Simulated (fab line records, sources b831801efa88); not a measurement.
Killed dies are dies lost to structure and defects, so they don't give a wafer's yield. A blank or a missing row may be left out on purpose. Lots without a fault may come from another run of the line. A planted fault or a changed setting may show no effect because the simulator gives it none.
Which tool did it? | flow gf180mcu | 6 lots, 18 wafers sampled, at 1 step of a route of 602

WHAT THE GAUGES READ, wafer by wafer
GF_HV_LDD_CD_MEAS_19: target cd 400 nm.
lot  | measured     | on        | cd_nm (nm)
L800 | day 11 06:49 | cd_sem-02 | 399.6 400.1 398.8
L801 | day 11 14:56 | cd_sem-02 | 399.4 398.9 401.5
L803 | day 12 09:25 | cd_sem-02 | 403.2 402.4 406.1
L811 | day 15 00:59 | cd_sem-01 | 395.6 396.6 396.2
L815 | day 16 02:34 | cd_sem-02 | 398.6 396.9 396.3
L820 | day 18 00:34 | cd_sem-01 | 397.0 399.7 397.3

WHICH TOOL RAN EACH LOT (tool, then ch and the chambers of the sampled wafers, then the start)
The record holds no process step before these readings.

THE ANSWER, worked out from the rows above alone
Rule: what is usual is taken from the lots themselves. Put in order of their means at a reading, lots are off if they are a third of the lots or fewer, leave a main group of 4 or more, and stand apart from it by a gap of 3 or more times the standard deviation of the main group's means; of several such gaps the widest counts. A main group whose means are all the same, to the digits that the tables above print for the reading, isn't used. A lot without any number at a reading at which 4 lots or more have one is off too. The other lots that the step has rows for count as sound.
No lot is off at any reading shown: from this, nothing can be told.

WHAT THE SIMULATOR HAD PUT IN
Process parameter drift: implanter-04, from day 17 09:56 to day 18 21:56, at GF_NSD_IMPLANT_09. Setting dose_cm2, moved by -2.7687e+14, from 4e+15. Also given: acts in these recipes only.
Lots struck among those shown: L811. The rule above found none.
